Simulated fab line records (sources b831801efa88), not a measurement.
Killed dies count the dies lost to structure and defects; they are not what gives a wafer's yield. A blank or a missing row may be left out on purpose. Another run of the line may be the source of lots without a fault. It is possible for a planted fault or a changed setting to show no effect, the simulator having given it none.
Which tool was responsible? :: flow sky130 :: Sampling: 12 lots, 36 wafers, 2 of 708 route steps

WHAT THE GAUGES READ, wafer by wafer
SKY_NWELL_OVL_MEAS_10.
lot: L469
measured: day 4 09:00
on: overlay-02
NWELL_00_OVL (nm): 0.1 -0.5 0.8

lot: L470
measured: day 4 16:31
on: overlay-01
NWELL_00_OVL (nm): -1.8 -1.1 -0.7

lot: L472
measured: day 5 01:52
on: overlay-02
NWELL_00_OVL (nm): -2.4 0.2 -0.2

lot: L475
measured: day 5 19:46
on: overlay-02
NWELL_00_OVL (nm): -116.0 -113.0 -113.8

lot: L476
measured: day 6 01:34
on: overlay-02
NWELL_00_OVL (nm): -1.2 -2.5 -1.1

lot: L478
measured: day 6 10:53
on: overlay-01
NWELL_00_OVL (nm): -111.7 -112.4 -112.8

lot: L479
measured: day 6 19:13
on: overlay-01
NWELL_00_OVL (nm): -112.1 -112.9 -113.6

lot: L480
measured: day 7 03:33
on: overlay-01
NWELL_00_OVL (nm): -1.6 -0.8 -0.1

lot: L481
measured: day 7 07:47
on: overlay-02
NWELL_00_OVL (nm): -111.2 -110.9 -111.8

lot: L486
measured: day 8 13:13
on: overlay-01
NWELL_00_OVL (nm): -2.5 -4.4 -1.5

lot: L490
measured: day 9 16:17
on: overlay-01
NWELL_00_OVL (nm): 2.4 2.1 2.9

lot: L492
measured: day 10 03:52
on: overlay-01
NWELL_00_OVL (nm): -3.3 -3.7 -3.9

TOOL THAT RAN EACH LOT (tool first, then ch and the chambers of the sampled wafers, then the start)
lot: L469
SKY_NWELL_EXPOSE_07: iline-stepper-02 ch 0, day 4 00:47

lot: L470
SKY_NWELL_EXPOSE_07: iline-stepper-01 ch 0, day 4 08:33

lot: L472
SKY_NWELL_EXPOSE_07: iline-stepper-02 ch 0, day 4 17:18

lot: L475
SKY_NWELL_EXPOSE_07: iline-stepper-02 ch 0, day 5 10:32

lot: L476
SKY_NWELL_EXPOSE_07: iline-stepper-01 ch 0, day 5 17:44

lot: L478
SKY_NWELL_EXPOSE_07: iline-stepper-02 ch 0, day 6 02:34

lot: L479
SKY_NWELL_EXPOSE_07: iline-stepper-02 ch 0, day 6 09:53

lot: L480
SKY_NWELL_EXPOSE_07: iline-stepper-01 ch 0, day 6 18:28

lot: L481
SKY_NWELL_EXPOSE_07: iline-stepper-02 ch 0, day 6 22:22

lot: L486
SKY_NWELL_EXPOSE_07: iline-stepper-01 ch 0, day 8 02:42

lot: L490
SKY_NWELL_EXPOSE_07: iline-stepper-01 ch 0, day 9 05:19

lot: L492
SKY_NWELL_EXPOSE_07: iline-stepper-01 ch 0, day 9 17:02
- SKY_NWELL_EXPOSE_07: exposes mask NWM, target cd 840 nm.

WHAT THE TOOLS THEMSELVES READ (means of the sampled wafers that have a number; where no wafer has one, the mark that the record gives instead)
SKY_NWELL_EXPOSE_07.
lot: L469
tool: iline-stepper-02
reticle-temp-C (C): 23.01

lot: L470
tool: iline-stepper-01
reticle-temp-C (C): 22.83

lot: L472
tool: iline-stepper-02
reticle-temp-C (C): 22.86

lot: L475
tool: iline-stepper-02
reticle-temp-C (C): 23.04

lot: L476
tool: iline-stepper-01
reticle-temp-C (C): 22.91

lot: L478
tool: iline-stepper-02
reticle-temp-C (C): 22.99

lot: L479
tool: iline-stepper-02
reticle-temp-C (C): 22.94

lot: L480
tool: iline-stepper-01
reticle-temp-C (C): 22.99

lot: L481
tool: iline-stepper-02
reticle-temp-C (C): 22.95

lot: L486
tool: iline-stepper-01
reticle-temp-C (C): 22.98

lot: L490
tool: iline-stepper-01
reticle-temp-C (C): 23.09

lot: L492
tool: iline-stepper-01
reticle-temp-C (C): 23.14

THE ANSWER, worked out from the rows above alone
Rule: usual is defined by the lots themselves. Put in order of their means at a reading, lots are off if they are a third of the lots or fewer, leave a main group of 4 or more, and stand apart from it by a gap of 3 or more times the standard deviation of the main group's means; of several such gaps the widest counts. Not used: any main group whose means are identical at the precision the tables above print for the reading. A lot without any number at a reading at which 4 lots or more have one is off too. Any other lot the step has rows for is counted as sound. After the gauges, taken in route order, come the tools' own readings; for these a lot's mean is taken, as printed above. At the first step where some lot is off, the reading lying furthest off is the one used; lots without a number count as furthest.
Off: L475, L478, L479, L481, at SKY_NWELL_OVL_MEAS_10 (NWELL_00_OVL). The main group: mean -1.0 nm, standard deviation 1.7.
A tool fits if, at a process step before that reading, it ran every lot that is off, and no sound lot after the first of them. Gauges at SKY_NWELL_OVL_MEAS_10: tried the same way as those tools. One fits: iline-stepper-02 at SKY_NWELL_EXPOSE_07. Its last sound lot is L472 (day 4 17:18), its first lot that is off L475 (day 5 10:32): a fault that began between those two fits.

WHAT WAS PUT IN BY THE SIMULATOR
Scanner matching overlay: iline-stepper-02, from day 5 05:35 on, at SKY_NWELL_EXPOSE_07. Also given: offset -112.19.
Struck lots among those shown: L475, L478, L479, L481. The rule given above showed the same thing.
